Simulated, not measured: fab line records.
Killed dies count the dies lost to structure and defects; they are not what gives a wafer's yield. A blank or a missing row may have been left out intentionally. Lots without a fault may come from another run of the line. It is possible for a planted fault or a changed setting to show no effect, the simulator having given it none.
fab line records	flow gf180mcu
[record] lots = 24	wafers = 72	lastDay = 34
route steps=602 shown LVPWELL@138 CONTACT@291 M1@319 V1@339 M2@368
lots with no fault: from the same line, run without faults
startH: hours from the record's first day to the start of the lot's first wafer shown	waitH: how many hours have passed since the lot's step before this one	" same as the row above	L1.1+2: a row that stands for several wafers	- either no value or no given start	* or withheld: withheld	< > ~ a bound
route shown NAME@n: names a module that has steps shown in the file, with the first one's number in the route	usual: the fault-free wafers' mean and standard deviation	same: alike in all rows	chamber/n: place in a boat	sites: per-site readings	_std_site: the values' standard deviation	_edge_site: the outer-site mean with the inner-site mean subtracted	radiusMm: for every site, how far away it sits from the centre of the wafer	mask NAME#n: copy n	behind: the tool/chamber that last shaped the wafer	hold: the reason the lot was held/the length of the hold in hours/how it ended	device: which transistor (n, p or np) failed to switch	end of line: the tests these same wafers got at the end of their route	a step without rows: its recipe alone	killed: count of dies lost to structure and defects at first sort (not the wafer's yield)	map: shows each die of a wafer: x if killed, . if not, _ if none is there
set.NAME: the setting as run; set.NAME@STEP: as run at that earlier step	model.NAME: the simulator's own value behind a step, which no gauge read
the route's steps for a sample of lots (tables are steps, rows are wafers)
services: from which hour (startH, from the record's first day; less than 0 if before it) a tool's chamber was out of use, for how many hours, and why
[[steps]]
[step GF_VT_IMPLANT_RS_MEAS_48]
[recipe] thkMeasGauge = four-point-probe
[usual] LVPWELL_RS = 1199/4.8
lot.wafer	tool	chamber	startH	waitH	LVPWELL_RS[ohm/sq]
L074.2	filmMetro-02	-	158.74	0.1	1196
L074.4	"	-	"	"	1195
L074.6	"	-	"	"	1194
L075.1	filmMetro-04	-	166.64	0.1	1197
L075.2	"	-	"	"	1193
L075.3	"	-	"	"	1195
L076.1	filmMetro-03	-	169.93	0.1	1202
L076.3	"	-	"	"	1203
L076.6	"	-	"	"	1206
L077.1	filmMetro-03	-	177.57	0.1	1200
L077.3	"	-	"	"	1198
L077.4	"	-	"	"	1204
L078.1	filmMetro-04	-	183.58	0.1	1196
L078.5	"	-	"	"	1193
L078.6	"	-	"	"	1196
L079.4	filmMetro-03	-	190.09	0.1	1204
L079.5	"	-	"	"	1208
L079.6	"	-	"	"	1205
L080.2	filmMetro-04	-	197.55	0.1	1194
L080.4	"	-	"	"	1196
L080.5	"	-	"	"	1196
L081.1	filmMetro-02	-	204.18	0.1	1192
L081.4	"	-	"	"	1195
L081.6	"	-	"	"	1191
L082.2	filmMetro-03	-	219.50	0.1	1201
L082.3	"	-	"	"	1203
L082.6	"	-	"	"	1202
L083.1	filmMetro-03	-	226.78	0.1	1202
L083.3	"	-	"	"	1199
L083.4	"	-	"	"	1202
L084.1	filmMetro-04	-	228.98	0.1	1195
L084.4	"	-	"	"	1198
L084.6	"	-	"	"	1201
L085.4	filmMetro-03	-	236.79	0.1	1208
L085.5	"	-	"	"	1206
L085.6	"	-	"	"	1204
L086.4	filmMetro-03	-	240.93	0.1	1203
L086.5	"	-	"	"	1201
L086.6	"	-	"	"	1199
L087.2	filmMetro-02	-	245.94	0.1	1191
L087.5	"	-	"	"	1195
L087.6	"	-	"	"	1198
L088.3	filmMetro-03	-	254.82	0.1	1203
L088.5	"	-	"	"	1204
L088.6	"	-	"	"	1205
L089.1	filmMetro-03	-	256.33	0.1	1205
L089.2	"	-	"	"	1207
L089.3	"	-	"	"	1207
L090.3	filmMetro-03	-	264.10	0.1	1208
L090.4	"	-	"	"	1204
L090.6	"	-	"	"	1206
L091.3	filmMetro-02	-	270.87	0.1	1190
L091.4	"	-	"	"	1193
L091.5	"	-	"	"	1195
L092.2	filmMetro-02	-	279.13	0.1	1192
L092.4	"	-	"	"	1188
L092.5	"	-	"	"	1192
L093.3	filmMetro-02	-	285.95	0.1	1196
L093.4	"	-	"	"	1197
L093.6	"	-	"	"	1201
L094.2	filmMetro-03	-	288.85	0.1	1207
L094.3	"	-	"	"	1205
L094.4	"	-	"	"	1202
L095.1	filmMetro-02	-	296.33	0.1	1193
L095.5	"	-	"	"	1195
L095.6	"	-	"	"	1194
L096.2	filmMetro-03	-	303.60	0.1	1202
L096.3	"	-	"	"	1205
L096.5	"	-	"	"	1199
L097.3	filmMetro-03	-	309.87	0.1	1198
L097.5	"	-	"	"	1201
L097.6	"	-	"	"	1202
[step GF_CONTACT_CMP_04]
[recipe] material = SiO2	downForcePsi = 4	platenRpm = 60	padVelocityMS = 0.94248
[usual] motorCurrentA = 12.3/1	timeToEndpointS = 114/7.6
lot.wafer	tool	chamber	startH	waitH	motorCurrentA	timeToEndpointS
L074.2	cmp-02	2	336.66	0.1	11.0	122
L074.4	"	3	"	"	12.5	115
L074.6	"	1	"	"	14.0	117
L075.3	cmp-01	2	347.34	0.4	12.6	113
L075.1	"	3	"	"	13.6	115
L075.2	"	0	"	"	11.6	118
L076.3	cmp-01	1	353.67	0.0	12.4	110
L076.1	"	3	"	"	13.6	111
L076.6	"	1	"	"	11.9	118
L077.1	cmp-02	0	360.08	0.1	10.9	111
L077.3	"	2	"	"	11.8	111
L077.4	"	3	"	"	12.1	113
L078.1	cmp-01	2	375.06	0.1	12.7	112
L078.6	"	1	"	"	12.1	112
L078.5	"	2	"	"	12.5	119
L079.4	cmp-01	2	387.81	0.2	12.3	122
L079.6	"	3	"	"	13.2	115
L079.5	"	0	"	"	12.1	132
L080.2	cmp-02	1	394.07	0.0	14.4	113
L080.4	"	0	"	"	11.0	112
L080.5	"	1	"	"	14.4	117
L081.4	cmp-01	0	403.39	0.1	11.3	120
L081.1	"	1	"	"	12.7	120
L081.6	"	3	"	"	13.0	122
L082.2	cmp-02	2	424.64	0.1	11.1	105
L082.3	"	3	"	"	12.1	102
L082.6	"	0	"	"	11.1	104
L083.4	cmp-02	3	430.94	0.0	12.3	110
L083.3	"	0	"	"	11.0	97
L083.1	"	1	"	"	14.8	104
L084.4	cmp-02	0	432.04	0.1	10.9	108
L084.1	"	1	"	"	14.4	103
L084.6	"	3	"	"	11.9	105
L086.4	cmp-01	0	447.62	0.0	11.5	132
L086.6	"	0	"	"	11.8	127
L086.5	"	1	"	"	12.0	124
L085.4	cmp-01	3	448.47	0.1	13.3	126
L085.5	"	2	"	"	12.8	127
L085.6	"	3	"	"	13.7	124
L087.2	cmp-01	3	463.75	0.2	12.9	110
L087.6	"	0	"	"	12.0	127
L087.5	"	1	"	"	11.5	123
L088.3	cmp-01	3	473.05	0.2	13.1	107
L088.6	"	0	"	"	11.9	126
L088.5	"	1	"	"	11.9	112
L089.2	cmp-02	2	473.68	0.0	11.2	106
L089.1	"	3	"	"	12.1	101
L089.3	"	0	"	"	10.7	100
L090.3	cmp-01	1	484.04	0.0	11.9	110
L090.4	"	2	"	"	12.7	118
L090.6	"	1	"	"	12.0	114
L091.4	cmp-01	3	493.28	0.0	13.7	120
L091.3	"	2	"	"	13.2	117
L091.5	"	0	"	"	11.9	121
L092.4	cmp-02	1	503.09	0.0	14.5	117
L092.2	"	3	"	"	12.4	113
L092.5	"	2	"	"	11.3	112
L094.2	cmp-01	2	512.09	0.0	12.7	121
L094.3	"	0	"	"	11.5	119
L094.4	"	1	"	"	12.7	125
L093.3	cmp-01	0	514.19	0.0	11.9	123
L093.4	"	2	"	"	12.8	118
L093.6	"	1	"	"	11.8	125
L095.1	cmp-02	0	520.62	0.1	11.1	105
L095.6	"	2	"	"	11.2	115
L095.5	"	3	"	"	12.1	105
L096.2	cmp-01	0	524.62	0.1	12.0	118
L096.3	"	1	"	"	12.5	110
L096.5	"	2	"	"	12.8	126
L097.3	cmp-02	1	533.51	0.1	13.9	102
L097.5	"	3	"	"	12.7	104
L097.6	"	0	"	"	10.7	102
[step GF_M1_SPUTTER_04]
[recipe] material = TiN	targetThkNm = 50	powerW = 6500	timeS = 41.7	chamberPressurePa = 0.4
[usual] chamberPressurePa = 0.4000/0.00081	throttleValvePct = 29.9/0.95
lot.wafer	tool	chamber	startH	waitH	chamberPressurePa	throttleValvePct
L074.2	pvdSputter-02	-	360.07	0.0	0.4001	29.7
L074.4	"	-	"	"	0.3986	30.7
L074.6	"	-	"	"	0.3996	31.3
L075.1	pvdSputter-03	-	370.95	0.0	0.4005	28.2
L075.2	"	-	"	"	0.3983	31.5
L075.3	"	-	"	"	0.4012	30.1
L076.1	pvdSputter-02	-	377.72	0.0	0.4007	29.4
L076.3	"	-	"	"	0.3983	29.5
L076.6	"	-	"	"	0.3994	31.3
L077.1	pvdSputter-02	-	384.31	0.0	0.4004	29.5
L077.3	"	-	"	"	0.4019	30.5
L077.4	"	-	"	"	0.3985	31.4
L078.1	pvdSputter-04	-	399.45	0.0	0.4001	30.4
L078.5	"	-	"	"	0.3996	30.4
L078.6	"	-	"	"	0.3996	30.2
L079.4	pvdSputter-02	-	412.42	0.0	0.4013	31.2
L079.5	"	-	"	"	0.3994	29.4
L079.6	"	-	"	"	0.4012	30.9
L080.2	pvdSputter-03	-	418.97	0.0	0.3996	28.1
L080.4	"	-	"	"	0.3997	29.7
L080.5	"	-	"	"	0.3984	30.3
L081.1	pvdSputter-04	-	428.71	0.0	0.4010	30.4
L081.4	"	-	"	"	0.4007	30.4
L081.6	"	-	"	"	0.3994	30.3
L082.2	pvdSputter-02	-	449.81	0.0	0.4004	30.7
L082.3	"	-	"	"	0.3999	29.6
L082.6	"	-	"	"	0.4003	30.6
L083.1	pvdSputter-04	-	456.95	0.0	0.4001	28.6
L083.3	"	-	"	"	0.3989	28.8
L083.4	"	-	"	"	0.3997	30.5
L084.1	pvdSputter-02	-	457.42	0.0	0.3990	30.8
L084.4	"	-	"	"	0.4005	29.6
L084.6	"	-	"	"	0.4001	29.5
L086.4	pvdSputter-02	-	473.47	0.0	0.4005	31.3
L086.5	"	-	"	"	0.4003	30.9
L086.6	"	-	"	"	0.4002	29.5
L085.4	pvdSputter-02	-	474.25	0.0	0.4001	30.6
L085.5	"	-	"	"	0.4013	31.3
L085.6	"	-	"	"	0.3995	30.4
L087.2	pvdSputter-03	-	489.26	0.0	0.3989	28.1
L087.5	"	-	"	"	0.3996	28.1
L087.6	"	-	"	"	0.3997	29.7
L088.3	pvdSputter-02	-	498.53	0.0	0.4004	29.6
L088.5	"	-	"	"	0.4008	31.2
L088.6	"	-	"	"	0.4000	29.4
L089.1	pvdSputter-03	-	499.58	0.0	0.4015	30.0
L089.2	"	-	"	"	0.3988	29.6
L089.3	"	-	"	"	0.3991	27.9
L090.3	pvdSputter-03	-	509.90	0.0	0.4011	29.9
L090.4	"	-	"	"	0.4011	28.1
L090.6	"	-	"	"	0.4002	30.0
L091.3	pvdSputter-02	-	519.18	0.0	0.3995	29.5
L091.4	"	-	"	"	0.3998	31.2
L091.5	"	-	"	"	0.3999	29.5
L092.2	pvdSputter-03	-	528.16	0.0	0.4007	28.1
L092.4	"	-	"	"	0.4006	30.2
L092.5	"	-	"	"	0.3990	31.1
L094.2	pvdSputter-04	-	536.79	0.0	0.4010	30.1
L094.3	"	-	"	"	0.4009	28.9
L094.4	"	-	"	"	0.4009	28.6
L093.3	pvdSputter-03	-	539.08	0.0	0.4006	30.0
L093.4	"	-	"	"	0.4003	29.4
L093.6	"	-	"	"	0.3996	30.2
L095.1	pvdSputter-02	-	544.89	0.0	0.3994	30.4
L095.5	"	-	"	"	0.4006	29.2
L095.6	"	-	"	"	0.3988	29.6
L096.2	pvdSputter-04	-	549.68	0.0	0.3989	30.0
L096.3	"	-	"	"	0.3999	30.3
L096.5	"	-	"	"	0.3993	30.0
L097.3	pvdSputter-02	-	557.92	0.0	0.3999	29.5
L097.5	"	-	"	"	0.3993	31.2
L097.6	"	-	"	"	0.3997	30.5
[step GF_V1_CMP_04]
[recipe] material = SiO2	downForcePsi = 4	platenRpm = 60	padVelocityMS = 0.94248
[usual] motorCurrentA = 12.2/1.1	timeToEndpointS = 81/7
lot.wafer	tool	chamber	startH	waitH	motorCurrentA	timeToEndpointS
L074.2	cmp-01	1	383.25	0.0	12.1	74
L074.4	"	0	"	"	11.9	86
L074.6	"	1	"	"	11.8	84
L075.3	cmp-01	2	394.59	0.0	12.0	80
L075.1	"	3	"	"	12.7	81
L075.2	"	1	"	"	12.2	77
L076.3	cmp-01	2	401.39	0.0	12.8	77
L076.1	"	3	"	"	12.9	80
L076.6	"	3	"	"	12.6	80
L077.3	cmp-02	3	408.39	0.1	12.4	71
L077.4	"	0	"	"	10.8	79
L077.1	"	1	"	"	14.3	72
L078.1	cmp-01	3	424.19	0.2	14.2	82
L078.6	"	0	"	"	11.5	92
L078.5	"	1	"	"	11.3	88
L079.4	cmp-02	1	437.29	0.1	14.1	66
L079.6	"	0	"	"	10.8	76
L079.5	"	1	"	"	13.7	73
L080.2	cmp-01	2	443.78	0.1	12.9	76
L080.4	"	0	"	"	12.4	93
L080.5	"	2	"	"	12.5	89
L081.1	cmp-02	1	453.92	0.1	14.3	76
L081.4	"	3	"	"	11.7	78
L081.6	"	1	"	"	14.5	77
L082.3	cmp-01	2	475.06	0.1	12.5	81
L082.2	"	3	"	"	13.0	78
L082.6	"	0	"	"	11.5	83
L083.4	cmp-02	1	481.55	0.0	13.9	84
L083.3	"	2	"	"	11.1	82
L083.1	"	0	"	"	11.2	78
L084.1	cmp-02	3	482.20	0.1	12.3	76
L084.4	"	0	"	"	11.1	79
L084.6	"	0	"	"	10.6	83
L086.4	cmp-02	0	498.50	0.1	10.3	84
L086.5	"	3	"	"	12.2	88
L086.6	"	0	"	"	11.2	82
L085.4	cmp-02	0	499.81	0.0	11.2	85
L085.5	"	0	"	"	10.8	86
L085.6	"	1	"	"	13.9	78
L087.2	cmp-02	0	514.58	0.1	10.8	83
L087.5	"	3	"	"	12.5	86
L087.6	"	0	"	"	10.9	84
L088.3	cmp-02	3	523.23	0.2	12.5	68
L088.5	"	0	"	"	11.0	81
L088.6	"	1	"	"	13.9	81
L089.3	cmp-02	3	523.68	0.0	11.8	67
L089.2	"	0	"	"	11.2	78
L089.1	"	1	"	"	14.2	75
L090.3	cmp-01	0	534.00	0.1	11.7	89
L090.4	"	1	"	"	12.1	91
L090.6	"	3	"	"	13.8	78
L091.3	cmp-01	1	542.70	0.0	12.5	83
L091.4	"	2	"	"	12.7	99
L091.5	"	2	"	"	12.8	86
L092.4	cmp-01	2	551.60	0.1	13.0	94
L092.2	"	3	"	"	12.8	87
L092.5	"	2	"	"	12.5	99
L094.3	cmp-01	3	560.56	0.0	13.2	79
L094.2	"	1	"	"	12.7	84
L094.4	"	2	"	"	12.4	95
L093.3	cmp-02	0	562.44	0.1	11.1	73
L093.4	"	1	"	"	14.6	76
L093.6	"	3	"	"	12.2	77
L095.1	cmp-01	2	570.07	0.2	12.2	83
L095.5	"	3	"	"	12.9	87
L095.6	"	0	"	"	11.7	93
L096.2	cmp-02	3	572.79	0.0	12.0	72
L096.3	"	0	"	"	10.7	68
L096.5	"	3	"	"	12.8	77
L097.3	cmp-02	1	580.39	0.2	14.5	74
L097.6	"	2	"	"	10.9	85
L097.5	"	3	"	"	11.8	71
[step GF_V1_CVD_23]
[recipe] material = W	targetThkNm = 350	timeS = 105.05	tempC = 400	pressureTorr = 40
[usual] heaterPowerW = 802/97
lot.wafer	tool	chamber	startH	waitH	heaterPowerW
L074.2	cvdW-01	0	407.01	0.0	865
L074.4	"	1	"	"	936
L074.6	"	1	"	"	906
L075.1	cvdW-02	1	418.96	0.0	658
L075.2	"	0	"	"	786
L075.3	"	0	"	"	783
L076.1	cvdW-02	1	425.86	0.0	667
L076.3	"	1	"	"	673
L076.6	"	0	"	"	760
L077.1	cvdW-01	1	433.54	0.0	913
L077.3	"	0	"	"	856
L077.4	"	1	"	"	918
L078.1	cvdW-01	1	449.66	0.0	907
L078.5	"	0	"	"	844
L078.6	"	1	"	"	916
L079.4	cvdW-02	1	462.59	0.1	648
L079.5	"	0	"	"	781
L079.6	"	1	"	"	676
L080.2	cvdW-01	0	468.71	0.0	862
L080.4	"	1	"	"	931
L080.5	"	0	"	"	851
L081.1	cvdW-01	0	479.19	0.0	831
L081.4	"	1	"	"	924
L081.6	"	0	"	"	840
L082.2	cvdW-02	0	500.11	0.0	795
L082.3	"	0	"	"	784
L082.6	"	1	"	"	699
L083.1	cvdW-01	1	506.41	0.0	945
L083.3	"	1	"	"	929
L083.4	"	0	"	"	859
L084.1	cvdW-02	1	507.36	0.0	664
L084.4	"	0	"	"	779
L084.6	"	0	"	"	797
L086.4	cvdW-02	0	522.97	0.1	796
L086.5	"	1	"	"	677
L086.6	"	0	"	"	775
L085.4	cvdW-02	0	524.30	0.1	767
L085.5	"	0	"	"	792
L085.6	"	1	"	"	660
L087.2	cvdW-02	1	539.06	0.0	657
L087.5	"	0	"	"	791
L087.6	"	1	"	"	659
L088.3	cvdW-01	1	546.79	0.1	918
L088.5	"	1	"	"	947
L088.6	"	0	"	"	857
L089.1	cvdW-02	0	547.41	0.0	767
L089.2	"	1	"	"	679
L089.3	"	0	"	"	806
L090.3	cvdW-02	0	558.25	0.1	779
L090.4	"	1	"	"	685
L090.6	"	0	"	"	794
L091.3	cvdW-02	1	568.14	0.1	675
L091.4	"	0	"	"	800
L091.5	"	0	"	"	772
L092.2	cvdW-01	0	574.61	0.0	838
L092.4	"	0	"	"	856
L092.5	"	1	"	"	960
L094.2	cvdW-02	0	584.01	0.0	791
L094.3	"	1	"	"	678
L094.4	"	0	"	"	783
L093.3	cvdW-01	0	585.24	0.1	859
L093.4	"	1	"	"	934
L093.6	"	1	"	"	939
L095.1	cvdW-01	1	592.48	0.0	971
L095.5	"	0	"	"	853
L095.6	"	1	"	"	932
L096.2	cvdW-01	0	595.00	0.0	837
L096.3	"	1	"	"	930
L096.5	"	0	"	"	858
L097.3	cvdW-02	0	602.98	0.1	784
L097.5	"	1	"	"	689
L097.6	"	0	"	"	777
[step GF_M2_THK_MEAS_06]
[recipe] thkMeasGauge = xrf	reads = AlCu_of_M2_SPUTTER_02
[usual] M2_ALCU_THK = 443/5.7
lot.wafer	tool	chamber	startH	waitH	M2_ALCU_THK[nm]
L074.2	filmMetro-02	-	407.95	0.1	448
L074.4	"	-	"	"	452
L074.6	"	-	"	"	449
L075.1	filmMetro-04	-	419.89	0.1	442
L075.2	"	-	"	"	442
L075.3	"	-	"	"	439
L076.1	filmMetro-04	-	426.79	0.1	442
L076.3	"	-	"	"	439
L076.6	"	-	"	"	442
L077.1	filmMetro-01	-	434.47	0.1	450
L077.3	"	-	"	"	445
L077.4	"	-	"	"	449
L078.1	filmMetro-01	-	450.60	0.1	449
L078.5	"	-	"	"	445
L078.6	"	-	"	"	448
L079.4	filmMetro-04	-	463.52	0.1	446
L079.5	"	-	"	"	449
L079.6	"	-	"	"	442
L080.2	filmMetro-01	-	469.65	0.1	437
L080.4	"	-	"	"	435
L080.5	"	-	"	"	437
L081.1	filmMetro-01	-	480.12	0.1	436
L081.4	"	-	"	"	438
L081.6	"	-	"	"	441
L082.2	filmMetro-01	-	501.05	0.1	442
L082.3	"	-	"	"	437
L082.6	"	-	"	"	440
L083.1	filmMetro-01	-	507.34	0.1	436
L083.3	"	-	"	"	439
L083.4	"	-	"	"	440
L084.1	filmMetro-02	-	508.29	0.1	428
L084.4	"	-	"	"	431
L084.6	"	-	"	"	431
L086.4	filmMetro-04	-	523.90	0.1	437
L086.5	"	-	"	"	438
L086.6	"	-	"	"	437
L085.4	filmMetro-01	-	525.24	0.1	442
L085.5	"	-	"	"	454
L085.6	"	-	"	"	449
L087.2	filmMetro-02	-	540.00	0.1	437
L087.5	"	-	"	"	443
L087.6	"	-	"	"	445
L088.3	filmMetro-04	-	547.71	0.1	445
L088.5	"	-	"	"	440
L088.6	"	-	"	"	443
L089.1	filmMetro-02	-	548.42	0.1	446
L089.2	"	-	"	"	452
L089.3	"	-	"	"	456
L090.3	filmMetro-04	-	559.35	0.1	455
L090.4	"	-	"	"	451
L090.6	"	-	"	"	450
L091.3	filmMetro-01	-	569.06	0.1	439
L091.4	"	-	"	"	447
L091.5	"	-	"	"	446
L092.2	filmMetro-02	-	575.55	0.1	441
L092.4	"	-	"	"	440
L092.5	"	-	"	"	441
L094.2	filmMetro-04	-	584.95	0.1	439
L094.3	"	-	"	"	447
L094.4	"	-	"	"	441
L093.3	filmMetro-01	-	586.16	0.1	451
L093.4	"	-	"	"	450
L093.6	"	-	"	"	443
L095.1	filmMetro-01	-	593.41	0.1	445
L095.5	"	-	"	"	442
L095.6	"	-	"	"	442
L096.2	filmMetro-04	-	595.95	0.1	440
L096.3	"	-	"	"	442
L096.5	"	-	"	"	439
L097.3	filmMetro-02	-	603.90	0.1	437
L097.5	"	-	"	"	436
L097.6	"	-	"	"	436
[[services]]
tool	chamber	startH	hours	kind
pvdSputter-04	-	320.52	6.3	repair
cvdW-02	0	334.05	14.4	repair
cmp-02	-	340.76	5.9	repair
cmp-02	-	346.68	3.5	pm
cmp-02	-	357.21	0.9	repair
cmp-01	-	364.35	0.3	repair
pvdSputter-04	-	381.26	5.6	repair
cvdW-01	-	390.00	14.0	pm
pvdSputter-04	-	397.43	1.2	repair
cmp-02	-	404.00	4.0	pm
pvdSputter-04	-	406.65	1.1	repair
cvdW-01	-	409.91	4.3	pm
cmp-02	-	414.26	4.3	pm
pvdSputter-02	-	429.72	1.2	repair
cmp-01	-	436.89	4.3	repair
pvdSputter-03	-	467.03	0.5	repair
pvdSputter-02	-	522.77	19.7	repair
cvdW-01	-	523.63	3.5	repair
pvdSputter-04	-	538.31	1.2	repair
cvdW-01	0	560.66	4.7	repair
cmp-01	-	572.03	4.0	pm
cmp-02	-	575.54	4.4	repair
pvdSputter-04	-	576.79	2.1	repair
pvdSputter-03	-	580.09	2.6	repair
[[key]]
fault none
